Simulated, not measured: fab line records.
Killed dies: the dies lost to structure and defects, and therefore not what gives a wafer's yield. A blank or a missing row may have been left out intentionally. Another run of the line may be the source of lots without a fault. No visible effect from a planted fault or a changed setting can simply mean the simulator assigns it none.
What tool caused it? :: flow gf180mcu :: 36 wafers from 12 lots sampled at 4 of the route's 602 steps

## WHAT THE GAUGES READ, wafer by wafer
GF_STI_THK_MEAS_02. Usual: STI_OXIDATION_THK typically reads 9.91 nm, with standard deviation 0.21.
lot: L563
measured: day 1 11:31
on: film_metro-02
STI_OXIDATION_THK (nm): 10.20 10.18 10.16
flag: 

lot: L564
measured: day 1 16:31
on: film_metro-01
STI_OXIDATION_THK (nm): 9.83 9.73 10.00
flag: 

lot: L565
measured: day 1 21:31
on: film_metro-02
STI_OXIDATION_THK (nm): 9.74 9.73 9.76
flag: 

lot: L569
measured: day 2 17:31
on: film_metro-03
STI_OXIDATION_THK (nm): 9.74 9.80 9.79
flag: 

lot: L571
measured: day 3 03:32
on: film_metro-02
STI_OXIDATION_THK (nm): 9.87 9.92 9.75
flag: 

lot: L573
measured: day 3 13:32
on: film_metro-03
STI_OXIDATION_THK (nm): 9.84 9.83 9.85
flag: 

lot: L574
measured: day 3 19:14
on: film_metro-02
STI_OXIDATION_THK (nm): 10.25 10.27 10.30
flag: 

lot: L576
measured: day 4 04:55
on: film_metro-02
STI_OXIDATION_THK (nm): 9.88 9.92 9.71
flag: 

lot: L577
measured: day 4 09:31
on: film_metro-02
STI_OXIDATION_THK (nm): 10.01 10.01 9.89
flag: 

lot: L578
measured: day 4 15:15
on: film_metro-01
STI_OXIDATION_THK (nm): 10.22 10.43 10.23
flag: 

lot: L583
measured: day 5 15:31
on: film_metro-02
STI_OXIDATION_THK (nm): 9.74 9.65 9.75
flag: 

lot: L586
measured: day 6 06:31
on: film_metro-01
STI_OXIDATION_THK (nm): 9.74 9.80 9.78
flag: 

GF_VT_IMPLANT_RS_MEAS_47: measurement is done with a four-point probe. Usual: NWELL_RS typically reads 487.6 ohm/sq, with standard deviation 1.3.
lot: L563
measured: day 7 12:00
on: film_metro-04
NWELL_RS (ohm/sq): 485.5 488.5 487.6
flag: 

lot: L564
measured: day 7 20:56
on: film_metro-03
NWELL_RS (ohm/sq): 489.2 490.0 488.8
flag: 

lot: L565
measured: day 8 02:30
on: film_metro-01
NWELL_RS (ohm/sq): 486.9 487.5 485.6
flag: 

lot: L569
measured: day 9 04:14
on: film_metro-03
NWELL_RS (ohm/sq): 485.9 486.1 484.8
flag: 

lot: L571
measured: day 9 18:12
on: film_metro-04
NWELL_RS (ohm/sq): 487.2 487.5 487.3
flag: 

lot: L573
measured: day 10 07:20
on: film_metro-01
NWELL_RS (ohm/sq): 487.1 486.3 486.4
flag: 

lot: L574
measured: day 10 15:20
on: film_metro-03
NWELL_RS (ohm/sq): 490.5 489.1 489.2
flag: 

lot: L576
measured: day 11 02:38
on: film_metro-01
NWELL_RS (ohm/sq): 488.8 487.7 487.3
flag: 

lot: L577
measured: day 11 11:37
on: film_metro-03
NWELL_RS (ohm/sq): 517.6 516.4 516.6
flag: OFF

lot: L578
measured: day 11 18:23
on: film_metro-03
NWELL_RS (ohm/sq): 513.8 515.3 512.6
flag: OFF

lot: L583
measured: day 13 05:46
on: film_metro-03
NWELL_RS (ohm/sq): 487.6 488.2 488.8
flag: 

lot: L586
measured: day 13 22:20
on: film_metro-04
NWELL_RS (ohm/sq): 488.7 487.7 487.0
flag: 

GF_DUAL_GATE_THK_MEAS_03. Usual: DUAL_GATE_OXIDATION_00_THK typically reads 10.99 nm, with standard deviation 0.19.
lot: L563
measured: day 7 14:00
on: film_metro-02
DUAL_GATE_OXIDATION_00_THK (nm): 10.82 10.81 10.79
flag: 

lot: L564
measured: day 7 22:56
on: film_metro-02
DUAL_GATE_OXIDATION_00_THK (nm): 11.06 10.85 10.90
flag: 

lot: L565
measured: day 8 04:58
on: film_metro-03
DUAL_GATE_OXIDATION_00_THK (nm): 10.92 10.95 10.73
flag: 

lot: L569
measured: day 9 07:04
on: film_metro-03
DUAL_GATE_OXIDATION_00_THK (nm): 11.19 11.23 11.42
flag: 

lot: L571
measured: day 9 20:16
on: film_metro-01
DUAL_GATE_OXIDATION_00_THK (nm): 10.92 11.02 10.93
flag: 

lot: L573
measured: day 10 10:28
on: film_metro-01
DUAL_GATE_OXIDATION_00_THK (nm): 11.19 11.22 11.18
flag: 

lot: L574
measured: day 10 17:44
on: film_metro-01
DUAL_GATE_OXIDATION_00_THK (nm): 11.03 11.08 10.95
flag: 

lot: L576
measured: day 11 05:59
on: film_metro-02
DUAL_GATE_OXIDATION_00_THK (nm): 10.82 10.92 11.01
flag: 

lot: L577
measured: day 11 13:35
on: film_metro-01
DUAL_GATE_OXIDATION_00_THK (nm): 11.17 10.89 11.07
flag: 

lot: L578
measured: day 11 20:23
on: film_metro-01
DUAL_GATE_OXIDATION_00_THK (nm): 10.86 10.94 11.02
flag: 

lot: L583
measured: day 13 07:50
on: film_metro-03
DUAL_GATE_OXIDATION_00_THK (nm): 11.33 11.04 11.12
flag: 

lot: L586
measured: day 14 00:58
on: film_metro-01
DUAL_GATE_OXIDATION_00_THK (nm): 10.86 10.67 10.98
flag: 

## TOOL THAT RAN EACH LOT (tool first, then ch and the chambers of the sampled wafers, then the start)
lot: L563
GF_NWELL_IMPLANT_09: implanter-02 ch 0, day 3 06:49

lot: L564
GF_NWELL_IMPLANT_09: implanter-02 ch 0, day 3 12:46

lot: L565
GF_NWELL_IMPLANT_09: implanter-02 ch 0, day 3 18:55

lot: L569
GF_NWELL_IMPLANT_09: implanter-04 ch 0, day 4 15:46

lot: L571
GF_NWELL_IMPLANT_09: implanter-03 ch 0, day 5 02:44

lot: L573
GF_NWELL_IMPLANT_09: implanter-04 ch 0, day 5 12:40

lot: L574
GF_NWELL_IMPLANT_09: implanter-03 ch 0, day 5 19:37

lot: L576
GF_NWELL_IMPLANT_09: implanter-04 ch 0, day 6 04:58

lot: L577
GF_NWELL_IMPLANT_09: implanter-03 ch 0, day 6 12:59

lot: L578
GF_NWELL_IMPLANT_09: implanter-03 ch 0, day 6 18:01

lot: L583
GF_NWELL_IMPLANT_09: implanter-02 ch 0, day 7 23:41

lot: L586
GF_NWELL_IMPLANT_09: implanter-04 ch 0, day 8 12:52
- GF_NWELL_IMPLANT_09

## WHAT THE TOOLS THEMSELVES READ (means of the sampled wafers that have a number; where no wafer has one, the mark that the record gives instead)
GF_NWELL_IMPLANT_09. Usual: dose_ions_cm2 4e+12, standard deviation 3.5e+09; end_station_pressure_torr 4.98e-06 Torr, standard deviation 2.7e-07; faraday_current_uA 22.6, standard deviation 0.42.
lot: L563
tool: implanter-02
dose_ions_cm2: 4e+12
end_station_pressure_torr (Torr): 5.04e-06
faraday_current_uA: 22.3
flag: 

lot: L564
tool: implanter-02
dose_ions_cm2: 4e+12
end_station_pressure_torr (Torr): 4.89e-06
faraday_current_uA: 22.5
flag: 

lot: L565
tool: implanter-02
dose_ions_cm2: 4e+12
end_station_pressure_torr (Torr): 4.84e-06
faraday_current_uA: 23.0
flag: 

lot: L569
tool: implanter-04
dose_ions_cm2: 4e+12
end_station_pressure_torr (Torr): 4.95e-06
faraday_current_uA: 22.6
flag: 

lot: L571
tool: implanter-03
dose_ions_cm2: 4e+12
end_station_pressure_torr (Torr): 4.86e-06
faraday_current_uA: 22.7
flag: 

lot: L573
tool: implanter-04
dose_ions_cm2: 4e+12
end_station_pressure_torr (Torr): 5.22e-06
faraday_current_uA: 22.5
flag: 

lot: L574
tool: implanter-03
dose_ions_cm2: 4e+12
end_station_pressure_torr (Torr): 5.10e-06
faraday_current_uA: 22.4
flag: 

lot: L576
tool: implanter-04
dose_ions_cm2: 4e+12
end_station_pressure_torr (Torr): 4.89e-06
faraday_current_uA: 23.0
flag: 

lot: L577
tool: implanter-03
dose_ions_cm2: 3e+12
end_station_pressure_torr (Torr): 4.89e-06
faraday_current_uA: 14.6
flag: OFF

lot: L578
tool: implanter-03
dose_ions_cm2: 3e+12
end_station_pressure_torr (Torr): 5.06e-06
faraday_current_uA: 14.9
flag: OFF

lot: L583
tool: implanter-02
dose_ions_cm2: 4e+12
end_station_pressure_torr (Torr): 5.11e-06
faraday_current_uA: 23.0
flag: 

lot: L586
tool: implanter-04
dose_ions_cm2: 4e+12
end_station_pressure_torr (Torr): 5.08e-06
faraday_current_uA: 22.8
flag: 

## THE ANSWER, worked out from the rows above alone
Rule: a lot counts as off when the mean over its wafers that have a number is more than 3 standard deviations away from the usual mean. A lot without any number at a reading at which 4 lots or more have one is off too. All remaining lots with rows at the step are treated as sound. The gauges are gone through in route order, then the tools' own readings, and for those a lot's mean is taken as printed above. The first step at which some lot is off is used, and at that step the reading that is off furthest; a lot without a number counts as furthest.
Off: L577, L578, seen at GF_VT_IMPLANT_RS_MEAS_47 (NWELL_RS).
If a tool, at a process step before that reading, ran all the lots that are off and no sound lot after the first of them, it fits. The gauges at GF_VT_IMPLANT_RS_MEAS_47 aren't tried: what is off there is off at GF_NWELL_IMPLANT_09 too, on other tools, and a gauge's error can't cause that. One fits: GF_NWELL_IMPLANT_09 on implanter-03. Its last sound lot is L574 (day 5 19:37), its first lot that is off L577 (day 6 12:59): a fault that began between those two fits.
The tool's own readings at GF_NWELL_IMPLANT_09 bear it out: on the lots that are off they differ by more than 5 times the standard deviation of the sound lots' means. dose_ions_cm2 reads 3e+12 there against 4e+12 on the sound lots; faraday_current_uA reads 14.8 there against 22.7 on the sound lots.

## WHAT THE SIMULATOR PUT IN
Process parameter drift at GF_NWELL_IMPLANT_09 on implanter-03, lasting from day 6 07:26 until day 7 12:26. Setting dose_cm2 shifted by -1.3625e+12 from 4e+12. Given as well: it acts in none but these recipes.
Lots struck among those shown: L577, L578. The rule above reached the same finding.
